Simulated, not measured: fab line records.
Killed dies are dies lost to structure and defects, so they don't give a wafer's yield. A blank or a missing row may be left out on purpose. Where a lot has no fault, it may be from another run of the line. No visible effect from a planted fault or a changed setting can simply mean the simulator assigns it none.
Problem report, 8D (eight disciplines) form, completed by code	flow gf180mcu	the parts of the form that need people (team, actions taken, sign-off) are left out

1. PROBLEM STATEMENT
Across 6 wafers from 2 lots, HV_LDD_RS at GF_HV_LDD_RS_MEAS_53 averages 373.1 ohm/sq, while fault-free wafers read 417.8 ohm/sq with a standard deviation of 0.98. Relative to the usual mean, that is a shift of -46 standard deviations.
The step: measures by four-point-probe.
The first sign was on wafer L143.2 at day 18 13:31, on film_metro-01. At this step, 39 wafers from 13 lots have a number in the record. Rule for "out" (also "out of limits"): further than 4 standard deviations from the usual mean. The rest of the wafers with a number are treated as sound.

2. WHAT IT IS; WHAT IT IS NOT
question	is	is not
which readings at this step	HV_LDD_RS	-
which lots	L143, L144	L124, L125, L127, L128, L129, L130, L134, L135, L136, L145, L146
which wafers of those lots	all that have a number	-
read on which gauges	film_metro-01	film_metro-02, film_metro-04
when	from day 18 13:31	up to then (27 sound wafers); but 6 sound wafers of L145, L146 came after

3. THE SUSPECTS, EACH WITH WHAT RULES IT OUT
Counting: a tool at a process step up to the reading stays a suspect if it ran every lot that is out and no sound lot after the first of them.
- the gauge at GF_HV_LDD_RS_MEAS_53 is ruled out. All the wafers that are out were read on film_metro-01, but those of them that GF_HV_LDD_IMPLANT_34 has rows for are out there too, on other tools.
- implanter-03 at GF_HV_LDD_IMPLANT_34: kept. It ran every lot that is out, first L143 (day 17 13:17), and no sound lot after that; its last sound lot up to then is L136 (day 15 10:34). Its own tilt_deg readings are out on those wafers.
- plasma_asher-02 at GF_HV_LDD_STRIP_37 (strips in O2/N2): ruled out as a lasting fault. After its first lot that is out, L143 (day 17 13:43), sound lots L146 ran on it.
Remaining after the count: implanter-03 at GF_HV_LDD_IMPLANT_34.

4. THE CAUSE (what the simulator had put in)
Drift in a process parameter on implanter-03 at GF_HV_LDD_IMPLANT_34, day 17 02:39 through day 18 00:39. A move of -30 in setting tilt_deg, from 30. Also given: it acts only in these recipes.
Counting left only this tool.

5. SEQUENCE OF EFFECTS, ordered by route
Rows list readings where the struck wafers' mean (over those with a number) sits beyond 3 standard deviations from the usual. Scope: only readings with a usual standard deviation given in the record; hours: median across lots of the time from each lot's start at the first step in this table that gives one to its start at this step; sigmas: change in usual standard deviations.
hours	step	reading	usual	on struck wafers	change	sigmas
0	GF_HV_LDD_IMPLANT_34	tilt_deg	30.001 degrees	-0.007	-30.008	-99 or more
24	GF_HV_LDD_RS_MEAS_53	HV_LDD_RS	417.8 ohm/sq	373.1	-44.7	-46
Here are the process steps it includes:
- GF_HV_LDD_IMPLANT_34

6. WHAT WOULD HAVE CAUGHT IT SOONER
35 hours passed between the start of the fault at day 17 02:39 and the first reading out of limits at a measuring or inspecting step in this record, taken at day 18 13:31.
Tool's own readings at GF_HV_LDD_IMPLANT_34, tilt_deg: out on all struck wafers the step has rows for; an alarm limit on them would have tripped on the first.
All the lots that are out (2) had begun GF_HV_LDD_IMPLANT_34 on implanter-03 by day 18 13:31. Holding the tool at that point would not have protected any of them.
